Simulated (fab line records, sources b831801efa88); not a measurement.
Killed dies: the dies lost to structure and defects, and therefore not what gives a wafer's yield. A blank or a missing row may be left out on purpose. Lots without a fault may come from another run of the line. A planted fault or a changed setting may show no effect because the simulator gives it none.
fab line records ; flow gf180mcu
record: lots: 14; wafers: 42; last-day: 34
route steps=602 shown PSD@261 NSD@262 SAB@275 SALICIDE@284 CONTACT@301
lots untouched by any fault: they come from a run of this same line in which no faults occurred
start-h: start of the lot's first displayed wafer, in hours after the record's first day ; wait-h: how many hours have passed since the lot's step before this one ; " identical to the entry in the row above ; L1.1+2: a row that stands for several wafers ; - no value, or no start given ; * or withheld: withheld ; < > ~ a bound
route shown NAME@n: a module of which the file shows steps, and the number in the route of the first ; usual: average and standard deviation across the fault-free wafers ; same: alike in all rows ; chamber/n: place in a boat ; sites: each site's reading ; _std_site: how widely they spread, as a standard deviation ; _edge_site: mean of outer sites minus mean of inner sites ; radius-mm: how far each site lies from the wafer's centre ; mask NAME#n: copy n ; behind: the tool/chamber that last shaped the wafer ; hold: the reason the lot was held/the length of the hold in hours/how it ended ; device: the transistor (n, p or np) that didn't switch ; end of line: the route-end tests of the same wafers ; a step given without rows: its recipe and nothing more ; killed: count of dies lost to structure and defects at first sort (not the wafer's yield) ; map: dies across one wafer; x = killed, . = not, _ = none there
set.NAME: the run value of the setting; set.NAME@STEP: its run value at that earlier step ; model.NAME: the simulator's own value behind a step, which no gauge read
one table for each step of the route and one row for each wafer, over a sample of lots
services: a tool's chamber out of use, with start hour (start-h, from the record's first day; less than 0 if before it), hours out, and reason
== steps ==
step: GF_PSD_RTA_13
recipe: temp-c: 1025; time-s: 20; ambient: N2
usual: anneal-temp-c-max: 1031.2/1.5; chamber-o2-ppm: 1.993/0.025; lamp-power-pct: 33.7/1.2; wafer_temp_C_max: 1031.2/1.1
lot.wafer;tool;chamber;start-h;wait-h;anneal-temp-c-max;chamber-o2-ppm;lamp-power-pct;wafer_temp_C_max
L304.1;rtp-anneal-02;0;315.93;0.0;1027.7;2.003;34.8;1030.6
L304.2;rtp-anneal-02;0;315.93;0.0;1029.2;1.979;34.8;1030.3
L304.4;rtp-anneal-02;0;315.93;0.0;1030.2;1.976;34.8;1029.8
L305.1;rtp-anneal-02;0;334.27;0.0;1030.4;1.984;34.8;1033.4
L305.2;rtp-anneal-02;0;334.27;0.0;1030.2;1.982;34.8;1031.5
L305.3;rtp-anneal-02;0;334.27;0.0;1030.5;2.007;34.8;1030.8
L307.4;rtp-anneal-01;0;337.74;0.0;1033.5;2.012;32.2;1030.0
L307.5;rtp-anneal-01;0;337.74;0.0;1032.1;2.031;32.2;1029.2
L307.6;rtp-anneal-01;0;337.74;0.0;1033.1;1.999;32.2;1032.2
L309.3;rtp-anneal-02;0;360.16;0.0;1030.8;2.010;34.7;1030.9
L309.4;rtp-anneal-02;0;360.16;0.0;1030.3;2.019;34.7;1032.1
L309.5;rtp-anneal-02;0;360.16;0.0;1031.3;2.003;34.8;1032.4
L310.1;rtp-anneal-02;0;375.12;0.0;1029.3;1.982;34.7;1031.0
L310.5;rtp-anneal-02;0;375.12;0.0;1030.6;1.982;34.8;1030.4
L310.6;rtp-anneal-02;0;375.12;0.0;1031.7;2.007;34.7;1031.6
L316.4;rtp-anneal-01;-;418.61;0.0;-;-;-;-
L316.5;rtp-anneal-01;-;418.61;0.0;-;-;-;-
L316.6;rtp-anneal-01;-;418.61;0.0;-;-;-;-
L317.2;rtp-anneal-01;-;430.56;0.0;-;-;-;-
L317.3;rtp-anneal-01;-;430.56;0.0;-;-;-;-
L317.4;rtp-anneal-01;-;430.56;0.0;-;-;-;-
L320.1;rtp-anneal-02;0;447.24;0.0;1030.3;2.015;34.7;1030.3
L320.2;rtp-anneal-02;0;447.24;0.0;1032.1;1.993;34.7;1033.2
L320.6;rtp-anneal-02;0;447.24;0.0;1030.5;2.051;34.8;1031.9
L321.1;rtp-anneal-02;0;462.90;0.0;1031.2;2.066;34.8;1032.8
L321.3;rtp-anneal-02;0;462.90;0.0;1031.0;2.013;34.8;1029.2
L321.4;rtp-anneal-02;0;462.90;0.0;1030.9;2.038;34.7;1029.7
L322.2;rtp-anneal-02;0;469.75;0.0;1031.4;1.989;34.8;1030.6
L322.4;rtp-anneal-02;0;469.75;0.0;1030.8;1.968;34.8;1028.6
L322.6;rtp-anneal-02;0;469.75;0.0;1030.8;1.985;34.8;1029.4
L323.2;rtp-anneal-02;0;478.23;0.0;1029.0;2.008;34.8;1030.1
L323.5;rtp-anneal-02;0;478.23;0.0;1030.1;1.998;34.8;1030.5
L323.6;rtp-anneal-02;0;478.23;0.0;1029.6;1.982;34.8;1029.7
L324.1;rtp-anneal-01;0;495.77;0.0;1032.6;1.972;32.2;1031.4
L324.4;rtp-anneal-01;0;495.77;0.0;1031.5;2.017;32.2;1032.0
L324.5;rtp-anneal-01;0;495.77;0.0;1035.0;2.012;32.2;1030.0
L326.1;rtp-anneal-02;0;506.99;0.0;1029.8;2.008;34.8;1031.9
L326.3;rtp-anneal-02;0;506.99;0.0;1030.1;1.987;34.7;1032.4
L326.5;rtp-anneal-02;0;506.99;0.0;1030.7;1.958;34.8;1030.3
L327.2;rtp-anneal-01;0;512.56;0.0;1035.8;2.010;32.2;1030.8
L327.4;rtp-anneal-01;0;512.56;0.0;1032.0;1.999;32.2;1033.1
L327.5;rtp-anneal-01;0;512.56;0.0;1033.7;1.964;32.2;1032.1
step: GF_PSD_RS_MEAS_14
recipe: thk-meas-gauge: four-point-probe
usual: NSD_RS: 46.11/0.088
lot.wafer;tool;chamber;start-h;wait-h;NSD_RS[ohm/sq]
L304.1;film-metro-03;-;316.02;0.1;46.24
L304.2;film-metro-03;-;316.02;0.1;46.07
L304.4;film-metro-03;-;316.02;0.1;46.18
L305.1;film-metro-03;-;334.36;0.1;45.95
L305.2;film-metro-03;-;334.36;0.1;45.96
L305.3;film-metro-03;-;334.36;0.1;46.04
L307.4;film-metro-03;-;337.84;0.1;46.10
L307.5;film-metro-03;-;337.84;0.1;46.11
L307.6;film-metro-03;-;337.84;0.1;45.99
L309.3;film-metro-04;-;360.26;0.1;46.06
L309.4;film-metro-04;-;360.26;0.1;46.06
L309.5;film-metro-04;-;360.26;0.1;46.02
L310.1;film-metro-03;-;375.20;0.1;46.23
L310.5;film-metro-03;-;375.20;0.1;46.26
L310.6;film-metro-03;-;375.20;0.1;46.23
L316.4;film-metro-03;-;418.71;0.1;-
L316.5;film-metro-03;-;418.71;0.1;-
L316.6;film-metro-03;-;418.71;0.1;-
L317.2;film-metro-04;-;430.65;0.1;-
L317.3;film-metro-04;-;430.65;0.1;-
L317.4;film-metro-04;-;430.65;0.1;-
L320.1;film-metro-04;-;447.33;0.1;46.08
L320.2;film-metro-04;-;447.33;0.1;46.13
L320.6;film-metro-04;-;447.33;0.1;46.30
L321.1;film-metro-03;-;462.98;0.1;46.23
L321.3;film-metro-03;-;462.98;0.1;46.10
L321.4;film-metro-03;-;462.98;0.1;46.17
L322.2;film-metro-03;-;469.83;0.1;46.12
L322.4;film-metro-03;-;469.83;0.1;46.09
L322.6;film-metro-03;-;469.83;0.1;46.13
L323.2;film-metro-04;-;478.32;0.1;46.03
L323.5;film-metro-04;-;478.32;0.1;46.23
L323.6;film-metro-04;-;478.32;0.1;46.27
L324.1;film-metro-03;-;495.90;0.1;46.20
L324.4;film-metro-03;-;495.90;0.1;46.07
L324.5;film-metro-03;-;495.90;0.1;46.25
L326.1;film-metro-04;-;507.07;0.1;46.27
L326.3;film-metro-04;-;507.07;0.1;46.13
L326.5;film-metro-04;-;507.07;0.1;46.14
L327.2;film-metro-04;-;512.65;0.1;46.15
L327.4;film-metro-04;-;512.65;0.1;46.15
L327.5;film-metro-04;-;512.65;0.1;46.13
step: GF_SAB_ETCH_11
recipe: chemistry: C4F8/O2/Ar; mask-material: NOVOLAK; target: SiO2; target-depth-nm: 55; source-w: 1500; bias-w: 1200; pressure-mtorr: 40; c4f8-flow-sccm: withheld; O2_flow_sccm: 6; Ar_flow_sccm: 300; time-s: 8.5
usual: oes-product-au: 0.999/0.0096
lot.wafer;tool;chamber;start-h;wait-h;oes-product-au;rf-hours-counter-h
L304.1;rie-diel-02;1;336.66;0.0;0.996;4
L304.2;rie-diel-02;2;336.66;0.0;0.995;9
L304.4;rie-diel-02;0;336.66;0.0;0.991;108
L305.1;rie-diel-02;1;356.56;0.0;0.990;4
L305.2;rie-diel-02;3;356.56;0.0;0.997;0
L305.3;rie-diel-02;2;356.56;0.0;0.994;10
L307.4;rie-diel-02;3;360.14;0.0;1.017;1
L307.5;rie-diel-02;0;360.14;0.0;1.001;-
L307.6;rie-diel-02;3;360.14;0.0;1.017;-
L309.3;rie-diel-02;3;382.38;0.0;1.005;1
L309.4;rie-diel-02;1;382.38;0.0;0.991;5
L309.5;rie-diel-02;1;382.38;0.0;1.009;-
L310.1;rie-diel-02;0;398.11;0.0;1.009;109
L310.5;rie-diel-02;1;398.11;0.0;1.003;-
L310.6;rie-diel-02;2;398.11;0.0;0.996;-
L320.1;rie-diel-02;2;471.46;0.0;1.008;13
L320.2;rie-diel-02;3;471.46;0.0;1.021;3
L320.6;rie-diel-02;3;471.46;0.0;1.015;-
L321.1;rie-diel-01;1;487.51;0.0;0.998;8
L321.3;rie-diel-01;0;487.51;0.0;0.999;13
L321.4;rie-diel-01;2;487.51;0.0;0.990;17
L322.2;rie-diel-02;3;493.43;0.0;1.007;4
L322.4;rie-diel-02;1;493.43;0.0;1.002;7
L322.6;rie-diel-02;1;493.43;0.0;0.997;-
L323.2;rie-diel-01;0;502.36;0.0;0.998;13
L323.5;rie-diel-01;0;502.36;0.0;1.000;-
L323.6;rie-diel-01;3;502.36;0.0;0.999;-
L324.1;rie-diel-01;0;519.06;0.0;1.001;14
L324.4;rie-diel-01;2;519.06;0.0;0.996;18
L324.5;rie-diel-01;2;519.06;0.0;0.994;-
L326.1;rie-diel-03;2;530.16;0.0;0.984;55
L326.3;rie-diel-03;0;530.16;0.0;0.991;4
L326.5;rie-diel-03;0;530.16;0.0;0.984;-
L327.2;rie-diel-03;2;535.73;0.0;1.003;55
L327.4;rie-diel-03;0;535.73;0.0;1.001;5
L327.5;rie-diel-03;2;535.73;0.0;1.000;-
step: GF_SALICIDE_RTA_06
recipe: temp-c: 530; time-s: 30; ambient: N2
usual: anneal-temp-c-max: 533.2/0.74; chamber-o2-ppm: 1.994/0.025; lamp-power-pct: 6.10/0.23; wafer_temp_C_max: 533.2/0.55
lot.wafer;tool;chamber;start-h;wait-h;anneal-temp-c-max;chamber-o2-ppm;lamp-power-pct;wafer_temp_C_max
L304.1;rtp-anneal-01;0;337.24;0.1;533.9;2.030;5.86;533.7
L304.2;rtp-anneal-01;0;337.24;0.1;534.5;2.003;5.85;533.9
L304.4;rtp-anneal-01;0;337.24;0.1;533.3;1.973;5.85;533.8
L305.1;rtp-anneal-01;0;357.13;0.1;535.1;1.999;5.85;533.2
L305.2;rtp-anneal-01;0;357.13;0.1;533.2;2.020;5.85;532.7
L305.3;rtp-anneal-01;0;357.13;0.1;534.6;1.992;5.85;534.4
L307.4;rtp-anneal-01;0;360.94;0.1;533.2;1.939;5.85;533.9
L307.5;rtp-anneal-01;0;360.94;0.1;533.8;1.977;5.85;533.1
L307.6;rtp-anneal-01;0;360.94;0.1;533.7;2.018;5.85;533.1
L309.3;rtp-anneal-01;0;383.01;0.1;533.1;1.986;5.84;532.6
L309.4;rtp-anneal-01;0;383.01;0.1;532.3;2.000;5.85;533.0
L309.5;rtp-anneal-01;0;383.01;0.1;533.4;1.994;5.85;533.1
L310.1;rtp-anneal-01;0;398.71;0.1;533.1;2.009;5.85;533.3
L310.5;rtp-anneal-01;0;398.71;0.1;532.9;2.019;5.85;532.2
L310.6;rtp-anneal-01;0;398.71;0.1;534.8;1.993;5.85;533.5
L320.1;rtp-anneal-02;0;472.04;0.1;533.1;1.995;6.32;532.9
L320.2;rtp-anneal-02;0;472.04;0.1;532.5;1.998;6.31;532.8
L320.6;rtp-anneal-02;0;472.04;0.1;532.4;1.978;6.32;533.6
L321.1;rtp-anneal-02;0;488.09;0.1;532.5;2.012;6.32;533.4
L321.3;rtp-anneal-02;0;488.09;0.1;532.9;2.018;6.30;533.0
L321.4;rtp-anneal-02;0;488.09;0.1;533.1;2.010;6.30;532.9
L322.2;rtp-anneal-02;0;494.03;0.1;532.9;2.002;6.31;533.3
L322.4;rtp-anneal-02;0;494.03;0.1;533.0;2.027;6.31;532.5
L322.6;rtp-anneal-02;0;494.03;0.1;532.5;2.019;6.31;533.2
L323.2;rtp-anneal-02;0;502.95;0.1;532.6;2.023;6.32;533.0
L323.5;rtp-anneal-02;0;502.95;0.1;533.0;1.994;6.32;533.6
L323.6;rtp-anneal-02;0;502.95;0.1;532.8;2.032;6.31;533.8
L324.1;rtp-anneal-02;0;519.65;0.1;533.1;1.979;6.31;533.0
L324.4;rtp-anneal-02;0;519.65;0.1;533.2;2.004;6.31;532.8
L324.5;rtp-anneal-02;0;519.65;0.1;532.2;2.005;6.31;532.5
L326.1;rtp-anneal-01;0;530.73;0.1;533.7;1.978;5.85;533.1
L326.3;rtp-anneal-01;0;530.73;0.1;533.6;1.915;5.85;534.1
L326.5;rtp-anneal-01;0;530.73;0.1;533.3;1.932;5.85;533.3
L327.2;rtp-anneal-02;0;536.32;0.1;532.4;1.984;6.31;533.8
L327.4;rtp-anneal-02;0;536.32;0.1;532.7;1.948;6.31;532.5
L327.5;rtp-anneal-02;0;536.32;0.1;532.1;1.976;6.30;533.0
step: GF_CONTACT_CD_MEAS_14
recipe: target-cd-nm: 220
usual: cd-nm: 219.6/1.5
lot.wafer;tool;chamber;start-h;wait-h;cd-nm
L304.1;cd-sem-01;-;360.21;0.1;221.9
L304.2;cd-sem-01;-;360.21;0.1;222.4
L304.4;cd-sem-01;-;360.21;0.1;222.3
L305.1;cd-sem-02;-;380.08;0.1;218.4
L305.2;cd-sem-02;-;380.08;0.1;217.2
L305.3;cd-sem-02;-;380.08;0.1;217.9
L307.4;cd-sem-01;-;384.36;0.1;219.2
L307.5;cd-sem-01;-;384.36;0.1;219.5
L307.6;cd-sem-01;-;384.36;0.1;219.6
L309.3;cd-sem-02;-;406.77;0.1;218.1
L309.4;cd-sem-02;-;406.77;0.1;220.1
L309.5;cd-sem-02;-;406.77;0.1;217.8
L310.1;cd-sem-02;-;422.85;0.1;219.1
L310.5;cd-sem-02;-;422.85;0.1;220.1
L310.6;cd-sem-02;-;422.85;0.1;219.1
L320.1;cd-sem-02;-;496.56;0.1;221.2
L320.2;cd-sem-02;-;496.56;0.1;219.7
L320.6;cd-sem-02;-;496.56;0.1;220.6
L321.1;cd-sem-01;-;513.03;0.2;221.1
L321.3;cd-sem-01;-;513.03;0.2;221.5
L321.4;cd-sem-01;-;513.03;0.2;224.1
L322.2;cd-sem-01;-;518.02;0.1;220.0
L322.4;cd-sem-01;-;518.02;0.1;220.3
L322.6;cd-sem-01;-;518.02;0.1;220.2
L323.2;cd-sem-01;-;527.37;0.1;220.0
L323.5;cd-sem-01;-;527.37;0.1;219.3
L323.6;cd-sem-01;-;527.37;0.1;220.1
L324.1;cd-sem-01;-;543.55;0.1;220.4
L324.4;cd-sem-01;-;543.55;0.1;220.9
L324.5;cd-sem-01;-;543.55;0.1;219.3
L326.1;cd-sem-02;-;554.55;0.1;218.8
L326.3;cd-sem-02;-;554.55;0.1;219.3
L326.5;cd-sem-02;-;554.55;0.1;217.5
L327.2;cd-sem-01;-;558.95;0.1;219.8
L327.4;cd-sem-01;-;558.95;0.1;218.9
L327.5;cd-sem-01;-;558.95;0.1;219.0
== services ==
tool;chamber;start-h;hours;kind
rie-diel-01;0;297.18;15.0;repair
rie-diel-01;3;298.23;17.1;repair
rie-diel-01;1;301.73;1.3;repair
rie-diel-02;3;311.44;-;clean
rie-diel-02;3;311.44;22.5;scheduled-down
rie-diel-02;3;311.44;22.5;vent-cycle
rie-diel-01;0;324.98;9.8;repair
rie-diel-03;0;353.55;-;clean
rie-diel-03;0;353.55;28.7;scheduled-down
rie-diel-03;0;353.55;28.7;vent-cycle
rie-diel-01;0;372.04;5.1;repair
rtp-anneal-01;-;373.29;1.2;pm
rie-diel-02;-;390.54;4.3;pm
rie-diel-01;-;396.11;14.1;repair
rie-diel-01;1;404.81;14.8;repair
rie-diel-01;-;411.89;0.2;repair
rie-diel-02;0;426.03;-;clean
rie-diel-02;0;426.03;13.4;scheduled-down
rie-diel-02;0;426.03;13.4;vent-cycle
rie-diel-03;3;507.00;6.6;repair
rie-diel-03;3;513.59;-;clean
rie-diel-03;3;513.59;16.4;scheduled-down
rie-diel-03;3;513.59;16.4;vent-cycle
rie-diel-02;2;527.16;8.1;repair
== key ==
first-sign: step: GF_PSD_RTA_13; reading: tool-record; direction: missing
effect: step: GF_PSD_RS_MEAS_14; reading: NSD_RS; direction: missing
met-at GF_PSD_RTA_13
struck-lots L316,L317
later-rows-left-out L316.4,L316.5,L316.6,L317.2,L317.3,L317.4
sort-left-out L316.4,L316.5,L316.6,L317.2,L317.3,L317.4
tester-left-out L316,L317
not-acting-at GF_SAB_ETCH_11,GF_SALICIDE_RTA_06,GF_CONTACT_CD_MEAS_14
onset-between 337.74 418.61
fault: kind: skipped-step-whole; tool: rtp-anneal-01; chamber: -; onset-h: 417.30; steps: GF_PSD_RTA_13; scope: struck-lots-only
tester-left-out: of these lots the tester's yield and bins aren't shown, on N5 and GAA mostly nor the transistor test; their killed dies are dies lost to structure and defects alone, not to doping, threshold or leakage, so they don't give the yield
sort-left-out: the simulated sort isn't trusted on such a fault, so these wafers' sort isn't shown, and their yield isn't known
later-rows-left-out: the simulator's readings of these wafers behind a module that went badly wrong aren't trusted and aren't shown, but for the sort
